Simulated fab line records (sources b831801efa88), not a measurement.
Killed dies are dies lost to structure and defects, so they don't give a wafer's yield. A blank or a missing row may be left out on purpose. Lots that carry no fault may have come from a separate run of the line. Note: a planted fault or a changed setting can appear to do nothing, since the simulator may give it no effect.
Chamber matching | flow sky130 | cmp-01 running SKY_CONTACT_CMP_04: 4 sister chambers
The step polishes SiO2. 24 wafers are shown with their chamber, then 12 later ones without.

== EACH WAFER AND ITS CHAMBER ==
wafer  | chamber | motor-current-A (A) | head-pressure-psi (psi) | time-to-endpoint-s (s)
L074.2 | 3       | 12.4                | 3.987                   | 82
L074.3 | 1       | 12.5                | 3.991                   | 78
L074.6 | 2       | 13.9                | 4.016                   | 81
L075.4 | 0       | 15.0                | 3.993                   | 77
L075.5 | 0       | 15.6                | 4.005                   | 84
L075.6 | 3       | 13.5                | 3.992                   | 84
L076.1 | 2       | 13.3                | 4.002                   | 83
L076.2 | 3       | 13.5                | 3.999                   | 82
L076.5 | 1       | 13.1                | 4.001                   | 82
L078.3 | 3       | 13.0                | 3.995                   | 77
L078.4 | 0       | 15.2                | 3.992                   | 77
L078.6 | 1       | 12.5                | 4.022                   | 81
L080.1 | 2       | 13.6                | 3.980                   | 78
L080.4 | 1       | 13.2                | 4.003                   | 81
L080.5 | 0       | 14.6                | 3.998                   | 81
L081.3 | 0       | 14.8                | 3.991                   | 78
L081.5 | 0       | 15.1                | 4.001                   | 76
L081.6 | 1       | 13.2                | 4.012                   | 79
L082.3 | 3       | 12.6                | 3.993                   | 82
L082.5 | 1       | 12.3                | 4.013                   | 80
L082.6 | 2       | 13.4                | 4.009                   | 76
L084.1 | 3       | 12.7                | 4.016                   | 84
L084.3 | 2       | 13.3                | 3.996                   | 79
L084.5 | 3       | 12.8                | 4.000                   | 79

SIGNATURES (averages over the wafers above)
reading            | chamber 0 | chamber 1 | chamber 2 | chamber 3 | scatter within a chamber
motor-current-A    | 15.050    | 12.800    | 13.500    | 12.929    | 0.375
head-pressure-psi  | 3.99667   | 4.00700   | 4.00060   | 3.99743   | 0.0101
time-to-endpoint-s | 78.83     | 80.17     | 79.40     | 81.43     | 2.52
Rule: for a wafer and a chamber, the distance is found by dividing, reading by reading, the gap between the wafer's reading and the chamber's mean by the reading's scatter, squaring, summing and taking the root. The wafer belongs to the nearest chamber; if the next one is less than 2 further off, it can't be placed. How the scatter is found: for the shown wafers, subtract from each reading the mean of its chamber, square and add these, divide the total by (wafers less chambers), then take the root.

== WAFERS WITH NO CHAMBER GIVEN ==
wafer  | motor-current-A (A) | head-pressure-psi (psi) | time-to-endpoint-s (s)
L085.1 | 12.9                | 4.005                   | 84
L085.2 | 12.7                | 4.002                   | 78
L085.4 | 12.7                | 4.010                   | 79
L093.2 | 14.9                | 4.005                   | 76
L093.3 | 13.7                | 3.994                   | 79
L093.6 | 12.6                | 4.002                   | 81
L097.1 | 13.5                | 4.013                   | 85
L097.4 | 15.6                | 3.995                   | 89
L097.5 | 13.0                | 3.995                   | 89
L096.1 | 13.0                | 3.994                   | 81
L096.2 | 12.8                | 3.988                   | 82
L096.6 | 13.3                | 4.009                   | 87

== EACH ONE'S CHAMBER ==
wafer  | from the rows above          | in truth
L085.1 | can't be placed: 3 or 1 or 2 | 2
L085.2 | can't be placed: 1 or 3 or 2 | 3
L085.4 | can't be placed: 1 or 3 or 2 | 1
L093.2 | 0                            | 0
L093.3 | can't be placed: 2 or 3 or 1 | 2
L093.6 | can't be placed: 1 or 3 or 2 | 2
L097.1 | can't be placed: 2 or 3 or 1 | 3
L097.4 | 0                            | 0
L097.5 | can't be placed: 3 or 1 or 2 | 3
L096.1 | can't be placed: 3 or 1 or 2 | 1
L096.2 | can't be placed: 3 or 1 or 2 | 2
L096.6 | can't be placed: 3 or 1 or 2 | 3
Correct placement for 2 of the 12. Cannot be placed on the basis of these rows: 10; the candidates contain the true chamber in 10. 0 placed wrongly.
